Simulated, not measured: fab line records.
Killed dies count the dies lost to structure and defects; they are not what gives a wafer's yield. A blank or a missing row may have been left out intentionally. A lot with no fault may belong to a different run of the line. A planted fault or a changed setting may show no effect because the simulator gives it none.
fab line records	flow sky130
[record] lots = 5	wafers = 15	last-day = 50
route steps=708 shown PASSIVATION@688 PAD_OPEN@694
lots that met no fault: from a run of the same line without faults
start-h: start of the lot's first displayed wafer, in hours after the record's first day	wait-h: how many hours have passed since the lot's step before this one	" identical to the entry in the row above	L1.1+2: several wafers, shown together as one row	- no value, or no start given	* or withheld: withheld	< > ~ a bound
route shown NAME@n: a module of which the file shows steps, and the number in the route of the first	usual: mean/standard deviation of fault-free wafers	same: alike in all rows	chamber/n: place in a boat	sites: per-site readings	_std_site: the values' standard deviation	_edge_site: mean of outer sites minus mean of inner sites	radius-mm: how far each site lies from the wafer's centre	mask NAME#n: copy n	behind: the most recent tool/chamber to have shaped the wafer	hold: cause of the lot's hold/its duration in hours/its outcome	device: names the non-switching transistor (n, p or np)	end of line: the route-end tests of the same wafers	a step with no rows: only its recipe	killed: count of dies lost to structure and defects at first sort (not the wafer's yield)	map: a wafer's dies, x killed, . not, _ none there
set.NAME: the run value of the setting; set.NAME@STEP: its run value at that earlier step	model.NAME: the simulator's own value behind a step, which no gauge read
a table for each step, a row for each wafer; lots at some steps of the route
services: when a tool's chamber went out of use (start-h, in hours from the record's first day, below 0 if earlier), for how many hours, and the reason
[[steps]]
[step SKY_PASSIVATION_SOFTBAKE_07]
[recipe] temp-c = 110	time-s = withheld
lot.wafer	tool	chamber	start-h	wait-h
L075.1+3+4	litho-track-03	0	1049.44	0.1
L087.1+3+6	litho-track-02	0	1132.85	0.1
L092.1+2+6	litho-track-04	0	1158.33	0.1
L095.1+2+6	litho-track-03	0	1164.54	0.1
L096.1+5+6	litho-track-04	0	1168.98	0.1
[step SKY_PASSIVATION_EXPOSE_08]
[recipe] mask-id = NSM	target-cd-nm = 3000	na = 0.57	dose-mj = 260
lot.wafer	tool	chamber	start-h	wait-h	mask
L075.1+3+4	iline-stepper-01	0	-	-	NSM#0
L087.1+3+6	iline-stepper-01	0	-	-	NSM#0
L092.1+2+6	iline-stepper-01	0	-	-	NSM#0
L095.1+2+6	iline-stepper-01	0	-	-	NSM#0
L096.1+5+6	iline-stepper-01	0	-	-	NSM#0
[step SKY_PASSIVATION_PEB_09]
[recipe] temp-c = 115	time-s = withheld
lot.wafer	tool	chamber	start-h	wait-h
L075.1+3+4	litho-track-03	0	-	-
L087.1+3+6	litho-track-03	0	-	-
L092.1+2+6	litho-track-03	0	-	-
L095.1+2+6	litho-track-03	0	-	-
L096.1+5+6	litho-track-03	0	-	-
[step SKY_PASSIVATION_DEVELOP_10]
[recipe] develop-time-s = 60	dev-temp-c = 23
lot.wafer	tool	chamber	start-h	wait-h
L075.1+3+4	litho-track-03	0	-	-
L087.1+3+6	litho-track-03	0	-	-
L092.1+2+6	litho-track-03	0	-	-
L095.1+2+6	litho-track-03	0	-	-
L096.1+5+6	litho-track-03	0	-	-
[step SKY_PASSIVATION_ETCH_11]
[recipe] chemistry = CF4/O2	target-depth-nm = 725	stop-on = AlCu	source-w = 800	bias-w = 150	pressure-mtorr = 150	cf4-flow-sccm = 80	O2_flow_sccm = 10	time-s = 161.1
[usual] drypump-motor-current-A = 5.4/0.45	oes-product-au = 0.978/0.007	throttle-valve-pct = 5.963/0.0095
lot.wafer	tool	chamber	start-h	wait-h	drypump-motor-current-A	oes-product-au	rf-hours-counter-h	throttle-valve-pct
L075.1	rie-diel-03	1	1060.79	-	5.1	0.974	17	5.964
L075.3	"	2	"	"	4.8	0.976	21	5.959
L075.4	"	3	"	"	5.1	0.977	12	5.947
L087.1	rie-diel-04	2	1142.04	-	4.9	0.972	9	5.965
L087.3	"	0	"	"	5.4	0.988	13	5.961
L087.6	"	1	"	"	5.0	0.986	-	5.969
L092.1	rie-diel-04	3	1167.49	-	5.9	0.976	22	5.965
L092.2	"	0	"	"	5.4	0.968	14	5.985
L092.6	"	0	"	"	5.4	0.976	-	5.961
L095.1	rie-diel-02	2	1173.09	-	6.4	0.978	12	5.968
L095.2	"	1	"	"	5.1	0.969	13	5.970
L095.6	"	0	"	"	5.9	0.974	-	5.970
L096.1	rie-diel-03	1	1177.24	-	5.1	0.969	21	5.950
L096.5	"	0	"	"	5.8	0.977	-	5.969
L096.6	"	1	"	"	5.1	0.978	-	5.952
[step SKY_PASSIVATION_STRIP_12]
[recipe] chemistry = O2/N2	power-w = 1400	pressure-mtorr = 1500	platen-temp-c = withheld	overash-fraction = 0.7	o2-flow-sccm = 3000	n2-flow-sccm = 300
[usual] drypump-motor-current-A = 5.7/0.57	oes-product-au = 0.660/0.0045	strip-time-to-endpoint-s = 31.50/0.16
lot.wafer	tool	chamber	start-h	wait-h	drypump-motor-current-A	oes-product-au	rf-hours-counter-h	strip-time-to-endpoint-s
L075.1	plasma-asher-01	1	1060.89	0.1	5.0	0.655	32	31.51
L075.3	"	0	"	"	6.4	0.655	-	31.51
L075.4	"	1	"	"	5.0	0.660	-	31.50
L087.1	plasma-asher-01	1	1142.14	0.1	5.0	0.659	40	31.55
L087.3	"	0	"	"	6.4	0.665	-	31.55
L087.6	"	1	"	"	5.0	0.660	-	31.46
L092.1	plasma-asher-02	1	1167.59	0.1	5.5	0.666	69	31.50
L092.2	"	0	"	"	6.3	0.663	69	31.50
L092.6	"	1	"	"	5.4	0.665	-	31.52
L095.1	plasma-asher-02	0	1173.19	0.1	6.3	0.655	70	31.19
L095.2	"	1	"	"	5.5	0.660	70	31.38
L095.6	"	1	"	"	5.4	0.660	-	31.23
L096.1	plasma-asher-04	0	1177.34	0.1	5.9	0.661	11	31.68
L096.5	"	0	"	"	5.9	0.661	-	31.56
L096.6	"	1	"	"	4.9	0.663	-	31.62
[step SKY_PAD_OPEN_DEHYDRATE_00]
[recipe] temp-c = 200	time-s = 60
lot.wafer	tool	chamber	start-h	wait-h
L075.1+3+4	litho-track-01	0	1070.76	9.8
L087.1+3+6	litho-track-04	0	1150.58	8.4
L092.1+2+6	litho-track-01	0	1174.91	7.3
L095.1+2+6	litho-track-04	0	1181.58	8.4
L096.1+5+6	litho-track-01	0	1184.91	7.5
[step SKY_PAD_OPEN_HMDS_01]
[recipe] prime-time-s = 60	prime-temp-c = 120
lot.wafer	tool	chamber	start-h	wait-h
L075.1+3+4	litho-track-01	0	1070.91	0.1
L087.1+3+6	litho-track-04	0	1150.73	0.1
L092.1+2+6	litho-track-01	0	1175.06	0.1
L095.1+2+6	litho-track-04	0	1181.73	0.1
L096.1+5+6	litho-track-01	0	1185.06	0.1
[step SKY_PAD_OPEN_COAT_02]
[recipe] spin-rpm = 2000	resist-thk-nm = 3000
lot.wafer	tool	chamber	start-h	wait-h
L075.1+3+4	litho-track-01	0	1071.06	0.1
L087.1+3+6	litho-track-04	0	1150.88	0.1
L092.1+2+6	litho-track-01	0	1175.21	0.1
L095.1+2+6	litho-track-04	0	1181.88	0.1
L096.1+5+6	litho-track-01	0	1185.21	0.1
[step SKY_PAD_OPEN_SOFTBAKE_03]
[recipe] temp-c = 110	time-s = withheld
lot.wafer	tool	chamber	start-h	wait-h
L075.1+3+4	litho-track-01	0	1071.21	0.1
L087.1+3+6	litho-track-04	0	1151.03	0.1
L092.1+2+6	litho-track-01	0	1175.36	0.1
L095.1+2+6	litho-track-04	0	1182.03	0.1
L096.1+5+6	litho-track-01	0	1185.36	0.1
[step SKY_PAD_OPEN_EXPOSE_04]
[recipe] mask-id = PDM	target-cd-nm = 60000	na = 0.57	dose-mj = 260
lot.wafer	tool	chamber	start-h	wait-h	mask
L075.1+3+4	iline-stepper-01	0	-	-	PDM#0
L087.1+3+6	iline-stepper-01	0	-	-	PDM#0
L092.1+2+6	iline-stepper-02	0	-	-	PDM#0
L095.1+2+6	iline-stepper-02	0	-	-	PDM#0
L096.1+5+6	iline-stepper-01	0	-	-	PDM#0
[step SKY_PAD_OPEN_PEB_05]
[recipe] temp-c = 115	time-s = withheld
lot.wafer	tool	chamber	start-h	wait-h
L075.1+3+4	litho-track-01	0	-	-
L087.1+3+6	litho-track-01	0	-	-
L092.1+2+6	litho-track-01	0	-	-
L095.1+2+6	litho-track-02	0	-	-
L096.1+5+6	litho-track-02	0	-	-
[step SKY_PAD_OPEN_DEVELOP_06]
[recipe] develop-time-s = 61.05	dev-temp-c = 23
lot.wafer	tool	chamber	start-h	wait-h
L075.1+3+4	litho-track-01	0	-	-
L087.1+3+6	litho-track-01	0	-	-
L092.1+2+6	litho-track-01	0	-	-
L095.1+2+6	litho-track-02	0	-	-
L096.1+5+6	litho-track-02	0	-	-
[step SKY_PAD_OPEN_ETCH_07]
[recipe] chemistry = CF4/O2	target-depth-nm = 725	stop-on = AlCu	source-w = 800	bias-w = 150	pressure-mtorr = 150	cf4-flow-sccm = 80	O2_flow_sccm = 10	time-s = 161.1
[usual] drypump-motor-current-A = 5.5/0.48	oes-product-au = 0.978/0.0074	throttle-valve-pct = 5.963/0.0095
lot.wafer	tool	chamber	start-h	wait-h	drypump-motor-current-A	oes-product-au	rf-hours-counter-h	throttle-valve-pct
L075.1	rie-diel-01	2	1082.11	-	4.8	0.975	8	5.965
L075.3	"	3	"	"	5.5	0.978	14	5.959
L075.4	"	3	"	"	5.5	0.980	-	5.975
L087.1	rie-diel-04	1	1160.26	-	4.9	0.979	15	5.963
L087.3	"	2	"	"	4.9	0.978	10	5.969
L087.6	"	3	"	"	6.0	0.986	-	5.961
L092.1	rie-diel-02	1	1183.61	-	5.2	0.966	13	5.960
L092.2	"	3	"	"	5.4	0.968	24	5.975
L092.6	"	1	"	"	5.2	0.988	-	5.970
L095.1	rie-diel-01	2	1189.75	-	4.8	0.980	12	5.967
L095.2	"	0	"	"	5.8	0.967	9	5.981
L095.6	"	0	"	"	5.8	0.984	-	5.942
L096.1	rie-diel-01	0	1193.15	-	5.7	0.963	9	5.982
L096.5	"	1	"	"	5.6	0.981	-	5.971
L096.6	"	2	"	"	4.8	0.975	-	5.967
[step SKY_PAD_OPEN_STRIP_08]
[recipe] chemistry = O2/N2	power-w = 1400	pressure-mtorr = 1500	platen-temp-c = withheld	overash-fraction = 0.7	o2-flow-sccm = 3000	n2-flow-sccm = 300
[usual] drypump-motor-current-A = 5.6/0.47	oes-product-au = 0.663/0.0044	strip-time-to-endpoint-s = 37.04/0.1
lot.wafer	tool	chamber	start-h	wait-h	drypump-motor-current-A	oes-product-au	rf-hours-counter-h	strip-time-to-endpoint-s
L075.1	plasma-asher-04	1	1082.22	0.1	4.9	0.667	2	37.14
L075.3	"	0	"	"	5.9	0.658	-	37.10
L075.4	"	1	"	"	5.0	0.663	-	37.14
L087.1	plasma-asher-01	1	1160.37	0.1	5.0	0.670	42	37.04
L087.3	"	1	"	"	5.0	0.657	-	37.03
L087.6	"	1	"	"	5.0	0.663	-	37.05
L092.1	plasma-asher-01	0	1183.72	0.1	6.4	0.659	44	37.00
L092.2	"	1	"	"	5.0	0.668	44	36.97
L092.6	"	0	"	"	6.4	0.666	-	36.91
L095.1	plasma-asher-04	1	1189.85	0.1	5.0	0.659	12	37.24
L095.2	"	0	"	"	5.9	0.662	12	37.22
L095.6	"	1	"	"	5.0	0.667	-	37.20
L096.1	plasma-asher-01	0	1193.25	0.1	6.4	0.672	46	37.07
L096.5	"	1	"	"	5.0	0.664	-	37.13
L096.6	"	0	"	"	6.4	0.658	-	37.15
[step SKY_PAD_OPEN_STRIP_09]
[recipe] chemistry = post-etch-residue-remover	time-s = 1200	temp-c = 72.5
lot.wafer	tool	chamber	start-h	wait-h
L075.1+3+4	wet-bench-04	1	1082.32	0.1
L087.1+3+6	wet-bench-04	2	1160.47	0.1
L092.1+2+6	wet-bench-02	3	1183.82	0.1
L095.1+2+6	wet-bench-02	3	1189.95	0.1
L096.1+5+6	wet-bench-01	3	1193.35	0.1
[step SKY_PAD_OPEN_CLEAN_10]
[recipe] chemistry = IPA	time-s = 180	temp-c = 25
lot.wafer	tool	chamber	start-h	wait-h
L075.1+3+4	wet-bench-01	0	1082.66	0.0
L087.1+3+6	wet-bench-01	3	1160.81	0.0
L092.1+2+6	wet-bench-02	1	1184.16	0.0
L095.1+2+6	wet-bench-02	1	1190.29	0.0
L096.1+5+6	wet-bench-04	2	1193.69	0.0
[step SKY_PAD_OPEN_CLEAN_11]
[recipe] chemistry = O3/DIW	dry = n2-spin
lot.wafer	tool	chamber	start-h	wait-h
L075.1+3+4	wet-bench-02	0	1082.72	0.0
L087.1+3+6	wet-bench-02	1	1160.87	0.0
L092.1+2+6	wet-bench-02	3	1184.22	0.0
L095.1+2+6	wet-bench-02	3	1190.35	0.0
L096.1+5+6	wet-bench-02	1	1193.76	0.0
[step SKY_PAD_OPEN_ANNEAL_12]
[recipe] temp-c = 401.5	time-s = withheld	ambient = N2/H2	idle-temp-c = 300	ramp-up-c-per-min = 8	ramp-down-c-per-min = 4
[usual] zone-power-upper-pct = 4.1/0.57
lot.wafer	tool	chamber	start-h	wait-h	zone-power-upper-pct
L075.1	furnace-01	0	1082.81	0.0	3.7
L075.3	"	0	"	"	3.7
L075.4	"	0	"	"	3.6
L087.1	furnace-02	0	1161.05	0.0	4.8
L087.3	"	0	"	"	4.8
L087.6	"	0	"	"	4.7
L092.1	furnace-01	0	1184.31	0.0	3.7
L092.2	"	0	"	"	3.6
L092.6	"	0	"	"	3.6
L095.1	furnace-01	0	1190.44	0.0	3.7
L095.2	"	0	"	"	3.6
L095.6	"	0	"	"	3.6
L096.1	furnace-02	0	1193.85	0.0	4.8
L096.5	"	0	"	"	4.8
L096.6	"	0	"	"	4.8
[step SKY_PAD_OPEN_BOW_MEAS_13]
[recipe] mode = bow
[usual] PAD_OPEN_BOW = 46/8.9
lot.wafer	tool	chamber	start-h	wait-h	PAD_OPEN_BOW[um]
L075.1	film-metro-02	-	1084.31	-	60
L075.3	"	-	"	"	57
L075.4	"	-	"	"	58
L087.1	film-metro-02	-	1162.55	-	42
L087.3	"	-	"	"	43
L087.6	"	-	"	"	41
L092.1	film-metro-01	-	1185.81	-	40
L092.2	"	-	"	"	41
L092.6	"	-	"	"	44
L095.1	film-metro-02	-	1191.94	-	63
L095.2	"	-	"	"	66
L095.6	"	-	"	"	57
L096.1	film-metro-01	-	1195.35	-	36
L096.5	"	-	"	"	40
L096.6	"	-	"	"	35
[step SKY_PAD_OPEN_PROBE_99]
[usual] defect-limited-yield = 82.4/1.7	killed_at_M0_to_M3 = 44/6.9	killed_at_M4_up = 3.3/1.7	killed-at-contacts = 24/4.7	killed-at-front-end = 15/4.5	killed-at-other = 0.2/0.49	killed-dies = 86/8.4	killed-on-rim = 17/4.2	killed-open = 47/6.5	killed-short = 39/6	sort_bin_3_pad_short = 0.9/0.4	sort_bin_5_function = 10.4/1.5	sort_bin_6_memory = 6.3/1	sort-n-pass = 406/8.4	sort-yield-pct = 82.4/1.7
[same] gross-dies = 492	killed-at-back-side = 0	sort_bin_4_leakage[%] = 0	sort_bin_8_speed[%] = 0
lot.wafer	tool	chamber	start-h	wait-h	defect-limited-yield[%]	killed_at_M0_to_M3	killed_at_M4_up	killed-at-contacts	killed-at-front-end	killed-at-other	killed-dies	killed-on-rim	killed-open	killed-short	sort_bin_3_pad_short[%]	sort_bin_5_function[%]	sort_bin_6_memory[%]	sort-n-pass	sort-yield-pct[%]
L087.1	prober-02	-	1162.67	0.1	83.7	36	7	24	12	1	80	19	40	40	0.2	9.6	6.5	412	83.7
L087.3	prober-02	-	1162.77	0.2	82.3	43	7	29	8	0	87	14	45	42	1.2	10.0	6.5	405	82.3
L087.6	prober-02	-	1162.92	0.2	82.5	47	7	21	10	1	86	14	45	41	0.8	10.4	6.3	406	82.5
// killed by level:class
L087.1 CONTACT:geometric-particle:open=8 VIA1:geometric-particle:open=7 VIA2:geometric-particle:open=7 METAL4:geometric-particle:short=7 LI_CONTACT:geometric-particle:open=6 VIA1:geometric-particle:short=6 FIELD_ISO:geometric-particle:open=5 CONTACT:geometric-particle:short=5
L087.3 CONTACT:geometric-particle:open=10 LI_CONTACT:geometric-particle:open=9 VIA1:geometric-particle:open=9 METAL1:geometric-particle:short=8 LOCAL_INTERCONNECT:geometric-particle:short=5 METAL2:geometric-particle:short=5 VIA2:geometric-particle:short=5 VIA2:geometric-particle:open=5
L087.6 CONTACT:geometric-particle:open=11 VIA1:geometric-particle:open=11 METAL4:geometric-particle:short=6 METAL3:geometric-particle:short=5 LI_CONTACT:geometric-particle:open=4 VIA1:geometric-particle:short=4 METAL2:geometric-particle:open=4 METAL2:geometric-particle:short=4
[[services]]
tool	chamber	start-h	hours	kind
rie-diel-04	1	1025.70	18.2	repair
furnace-01	-	1030.06	3.1	pm
rie-diel-04	3	1032.78	9.7	repair
plasma-asher-01	-	1045.97	1.5	repair
plasma-asher-04	-	1055.25	9.0	pm
plasma-asher-04	0	1055.25	9.0	vent-cycle
plasma-asher-04	1	1055.25	9.0	vent-cycle
iline-stepper-01	-	1062.21	4.9	repair
plasma-asher-04	0	1064.25	-	clean
plasma-asher-04	1	1064.25	-	clean
furnace-01	-	1066.06	3.1	pm
iline-stepper-01	-	1085.21	1.7	pm
furnace-02	-	1086.93	2.5	pm
plasma-asher-02	-	1102.52	1.6	repair
plasma-asher-04	-	1110.06	2.8	pm
furnace-02	-	1121.52	3.3	pm
rie-diel-01	2	1140.55	10.1	repair
rie-diel-03	2	1150.72	13.9	repair
plasma-asher-01	-	1151.02	0.5	repair
rie-diel-03	1	1166.75	7.7	repair
rie-diel-03	2	1178.12	-	clean
rie-diel-03	2	1178.12	-	consumable-replace:focus-ring
rie-diel-01	-	1185.85	0.7	repair
rie-diel-04	-	1188.14	0.6	repair
[[key]]
fault none
